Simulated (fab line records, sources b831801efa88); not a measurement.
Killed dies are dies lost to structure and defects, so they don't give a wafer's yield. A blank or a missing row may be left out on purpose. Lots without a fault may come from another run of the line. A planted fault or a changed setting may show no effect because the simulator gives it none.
Problem report in the 8D (eight disciplines) form, filled by code | flow sky130 | the parts of the form that need people (team, actions taken, sign-off) are left out

1. THE PROBLEM
killed_at_front_end at SKY_PAD_OPEN_PROBE_99 reads a mean of 311 on 2 wafers of 1 lot; wafers without a fault read 15 with a standard deviation of 4.5. That is +66 standard deviations from the usual mean.
First seen on wafer L775.1, day 48 14:25, on prober-01. The record holds 20 wafers of 7 lots with a number at this step. Rule for "out", or "out of limits": more than 4 standard deviations from the usual mean. The other wafers with a number count as sound.

2. WHAT IT IS AND WHAT IT IS NOT
question                    | is                                              | is not
which readings at this step | killed_at_front_end, killed_dies, killed_on_rim | killed_at_M0_to_M3, killed_at_other, killed_short
which lots                  | L775                                            | L766, L769, L771, L772, L773, L787
which wafers of those lots  | all that have a number                          | -
read on which tools         | prober-01                                       | prober-02
when                        | from day 48 14:25                               | up to then (15 sound wafers); but 3 sound wafers of L787 came after

3. SUSPECTS, AND WHAT RULES EACH OUT
Counting: a tool at a process step up to the reading stays a suspect if it ran every lot that is out and no sound lot after the first of them.
- rie_diel-01 at SKY_POLY_CUT_ETCH_11 (etches Si3N4 in CF4/CH2F2/Ar, stops on poly-Si, time 42.5 s, target depth 60 nm): kept. It ran the lot that is out, L775 (day 28 06:46), and no sound lot after that; its last sound lot up to then is L772 (day 27 10:39).
- prober-01 at SKY_PAD_OPEN_PROBE_99: kept. It ran the lot that is out, L775 (day 48 14:25), and no sound lot after that; its last sound lot up to then is L772 (day 48 01:56). Its own readings are out on those wafers: killed_at_front_end, killed_dies, killed_on_rim.
Left after counting: rie_diel-01 at SKY_POLY_CUT_ETCH_11, prober-01 at SKY_PAD_OPEN_PROBE_99.

4. THE CAUSE (what the simulator had put in)
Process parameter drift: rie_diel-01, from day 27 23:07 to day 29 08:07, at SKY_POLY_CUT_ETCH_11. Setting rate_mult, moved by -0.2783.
Counting left 2 suspects, and this tool is among them.

5. THE CHAIN OF EFFECTS, in route order
Each row: a reading whose mean over the struck wafers that have a number lies more than 3 standard deviations from the usual. Only readings for which the record gives a usual standard deviation are gone through. hours: the time from each lot's start at the first step in this table that gives one to its start at this step, as a median over the lots. sigmas: the change in usual standard deviations.
hours | step                  | reading             | usual | on struck wafers | change | sigmas
0     | SKY_PAD_OPEN_PROBE_99 | killed_at_front_end | 15    | 311              | +296   | +66
0     | SKY_PAD_OPEN_PROBE_99 | killed_dies         | 84    | 396              | +312   | +31
0     | SKY_PAD_OPEN_PROBE_99 | killed_on_rim       | 17    | 92               | +75    | +20
The process steps in it:
- SKY_PAD_OPEN_PROBE_99

6. WHAT WOULD HAVE CAUGHT IT SOONER
In this record the first reading out of limits was taken at day 48 14:25, 495 hours after the fault began at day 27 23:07.
Of the tool readings at SKY_POLY_CUT_ETCH_11 for which the record gives a usual standard deviation, none was out on any struck wafer, so an alarm limit of 4 standard deviations on them would not have fired.
All the lots that are out (1) had begun SKY_POLY_CUT_ETCH_11 on rie_diel-01 by day 48 14:25. A hold on the tool at that time would have spared none of them.
